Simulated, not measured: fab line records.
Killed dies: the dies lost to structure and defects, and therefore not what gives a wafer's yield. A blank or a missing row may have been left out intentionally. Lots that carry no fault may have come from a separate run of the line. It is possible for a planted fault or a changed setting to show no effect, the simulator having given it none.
One fault seen from 2 desks :: flow gf180mcu :: every desk sees just its own numbers, and what lay behind them comes last

== TOOL OWNER'S DESK, pvdSputter-03 ==
The tool's own readings at GF_V3_SPUTTER_21 (material Ti, target thk 15 nm, time 80.02 s): means of the sampled wafers that have a number, for each lot that ran on this tool. A lot is out of limits, marked OUT, if its mean lies more than 4 standard deviations from the usual mean; the brackets give that distance.
Columns: A = cathodeDcPowerW at GF_V3_SPUTTER_21, usual 2500.0 W; B = throttleValvePct at GF_V3_SPUTTER_21, usual 30.5 %
lot: L640
first seen here: day 22 18:24
A: 2499.6
B: 30.5

lot: L653
first seen here: day 26 15:09
A: 2658.0 (+99 or more) OUT
B: 30.9

lot: L655
first seen here: day 27 11:11
A: 2657.9 (+99 or more) OUT
B: 30.9
This desk finds L653, L655 out of limits, L653 being first, at day 26 15:09 (cathodeDcPowerW at GF_V3_SPUTTER_21). In limits: L640.

== THE METROLOGY DESK ==
What the gauges read for every lot (on any tool): the sampled wafers with a number, averaged. A lot is out of limits, marked OUT, if its mean lies more than 4 standard deviations from the usual mean; the brackets give that distance.
Columns: A = cdNm at GF_V3_CD_MEAS_14, usual 260.2 nm; B = V3_OVL at GF_V3_OVL_MEAS_15, usual 2 nm
lot: L640
first seen here: day 22 17:35
A: 257.9
B: 2

lot: L650
first seen here: day 25 19:53
A: 261.7
B: 3

lot: L653
first seen here: day 26 14:20
A: 259.0
B: 2

lot: L655
first seen here: day 27 10:23
A: 260.4
B: 4

lot: L656
first seen here: day 27 19:08
A: 262.0
B: 7

lot: L661
first seen here: day 29 02:38
A: 261.1
B: 2
This desk's finding: nothing out of limits on any of the 6 lots.

== TAKEN TOGETHER ==
The tool owner's desk had the chance to raise an alarm at day 26 15:09 on L653, L655.
Nothing out of limits was seen by the metrology desk.
The metrology desk has L653, L655 on record, within its limits.
On pvdSputter-03, each named lot ran GF_V3_SPUTTER_21.

== WHAT THE SIMULATOR HAD PUT IN ==
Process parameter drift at GF_V3_SPUTTER_21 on pvdSputter-03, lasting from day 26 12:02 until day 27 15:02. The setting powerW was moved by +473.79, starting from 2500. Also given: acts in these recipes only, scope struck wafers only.
Shown lots that were struck: L653, L655.
How many hours passed from the start of the fault until each desk's first out-of-limits reading: the tool owner's desk, 3.
